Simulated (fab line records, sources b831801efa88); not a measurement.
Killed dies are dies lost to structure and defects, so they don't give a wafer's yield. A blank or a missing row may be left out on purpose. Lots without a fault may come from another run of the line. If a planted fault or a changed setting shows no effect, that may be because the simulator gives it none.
A struck lot beside a sound one + flow sky130 + 36 steps out of a route of 708
Sound: wafers L444.1, L444.4, L444.5. Struck: wafer L453.5. (L453.4, L453.6 of the same lot were not struck and are left out.) The cause comes at the end.
Order at every step that has rows: each side's tool, ch and its chambers, its first start. Under that, the readings that differ: sound wafers + struck wafers + difference of the means + sigmas: that difference in standard deviations of wafers without a fault.
alike: same words and numbers on both sides, and readings whose means sit less than 2 such deviations apart. not compared: any withheld reading, any reading some wafer has no value for, any bound like >300 that may hide the same value, and any number with overlapping values for which the record gives no deviation.
A row with sigmas, a row that says differs or no value, or rows on one side alone: a step with any of these is where the two part. When numbers do not overlap yet have no deviation, they are printed without sigmas and do not part them. Lack of a reading on every wafer of one side parts them only where that side has two or more wafers.

first, 10 steps without rows for these wafers: SKY_METAL4_HMDS_06 (prime time 60 s); SKY_METAL4_COAT_07 (resist thk 60 nm); SKY_METAL4_COAT_08 (resist thk 1140 nm); SKY_METAL4_SOFTBAKE_09 (time 90 s); SKY_METAL4_EXPOSE_10 (exposes mask MM4, target cd 300 nm); SKY_METAL4_PEB_11; SKY_METAL4_DEVELOP_12 (develop time 60 s); SKY_METAL4_DESCUM_15 (chemistry O2, time 8 s); SKY_METAL4_ETCH_16 (etches BARC in N2/H2, stops on SiO2, time 88.2 s, target depth 60 nm); SKY_METAL4_ETCH_17 (etches SiO2 in C4F8/O2/Ar, stops on TiN, time 3.9 s, target depth 15 nm).
SKY_METAL4_METAL_ETCH_18: etches the open film in Cl2/BCl3, stops on SiO2, target depth 845 nm, time 183.1 s.
  sound on rie-metal-03 ch 0,1, day 43 00:43; struck on rie-metal-03 ch 1, day 45 19:50
| reading               | sound             | struck | difference | sigmas |
|-----------------------|-------------------|--------|------------|--------|
| oes-product-au (a.u.) | 0.860 0.864 0.864 | 0.877  | +0.014     | +2     |
  alike: drypump-motor-current-A, throttle-valve-pct
  not compared: rf-hours-counter-h
then, 24 steps without rows for these wafers: SKY_METAL4_STRIP_19 (strips in O2/N2); SKY_METAL4_STRIP_20 (strips in post etch residue remover, time 1200 s); SKY_METAL4_CLEAN_21 (cleans in IPA, time 180 s); SKY_METAL4_CLEAN_22 (cleans in O3/DIW); SKY_VIA4_HDPCVD_00 (deposits SiO2, target thk 1750 nm, time 291.7 s); SKY_VIA4_CMP_02 (polishes SiO2); SKY_VIA4_DEHYDRATE_04 (time 60 s); SKY_VIA4_HMDS_05 (prime time 60 s); SKY_VIA4_COAT_06 (resist thk 1140 nm); SKY_VIA4_SOFTBAKE_07 (time 60 s); SKY_VIA4_EXPOSE_08 (exposes mask VIM4, target cd 800 nm); SKY_VIA4_PEB_09; SKY_VIA4_DEVELOP_10 (develop time 60 s); SKY_VIA4_ETCH_12 (etches SiO2 in C4F8/O2/Ar, stops on TiN, target depth 580 nm); SKY_VIA4_STRIP_13 (strips in O2/N2); SKY_VIA4_STRIP_14 (strips in post etch residue remover, time 1200 s); SKY_VIA4_CLEAN_15 (cleans in IPA, time 180 s); SKY_VIA4_CLEAN_16 (cleans in O3/DIW); SKY_VIA4_SPUTTER_17 (material TiN, target thk 20 nm, time 80 s); SKY_VIA4_CVD_18 (deposits W, target thk 505 nm, time 152.14 s); SKY_VIA4_CMP_21 (polishes, stops on SiO2, t overpolish 25 s, target thk 0 nm); SKY_METAL5_SPUTTER_00 (material Ti, target thk 15 nm, time 10 s); SKY_METAL5_SPUTTER_01 (material TiN, target thk 20 nm, time 17.17 s); SKY_METAL5_SPUTTER_02 (material AlCu, target thk 1150 nm, time 61.2 s).
-- the record jumps here: 3 days lie between the struck wafers' starts before and after (it left off in module METAL5 and takes up again in module PAD_OPEN, whose first step shown is number 708 of the route) --
SKY_PAD_OPEN_PROBE_99:
  sound on prober-02 at day 46 21:46; struck on prober-01 at day 49 05:54
| reading                               | sound             | struck                   | difference                   | sigmas |
|---------------------------------------|-------------------|--------------------------|------------------------------|--------|
| hold                                  | - - -             | await-dispo/2.7h/release | no value on the sound wafers |        |
| defect-limited-yield (%)              | 80.5 84.3 82.5    | 74.6                     | -7.8                         | -4     |
| killed_at_M4_up                       | 5 6 7             | 43                       | +37                          | +19    |
| killed-dies                           | 96 77 86          | 125                      | +39                          | +4     |
| sort_bin_3_pad_short (%)              | 1.2 0.8 1.0       | 4.1                      | +3.1                         | +7     |
| sort_bin_5_function (%)               | 11.6 9.1 10.8     | 14.0                     | +3.5                         | +2     |
| sort-n-pass                           | 396 415 406       | 367                      | -39                          | -4     |
| sort-yield-pct (%)                    | 80.5 84.3 82.5    | 74.6                     | -7.8                         | -4     |
| model.etest.tester.sort-n-pass        | 396 415 406       | 367                      | -39                          |        |
| model.etest.tester.sort-yield-pct (%) | 80.49 84.35 82.52 | 74.59                    | -7.86                        |        |
| model.etest.tester.sort_bin_5_pct (%) | 11.59 9.146 10.77 | 14.02                    | +3.52                        |        |
| model.etest.tester.sort_bin_3_pct (%) | 1.22 0.813 1.016  | 4.065                    | +3.049                       |        |
  alike: killed_at_M0_to_M3, killed-at-contacts, killed-at-front-end, killed-at-other, killed-open, killed-short, sort_bin_6_memory

== WHERE THEY PART ==
At SKY_METAL4_METAL_ETCH_18 first; at SKY_PAD_OPEN_PROBE_99 last (within this record only).

WHY: whatever the simulator had introduced
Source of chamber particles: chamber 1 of rie-metal-03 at SKY_METAL4_METAL_ETCH_18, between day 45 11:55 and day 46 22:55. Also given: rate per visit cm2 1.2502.
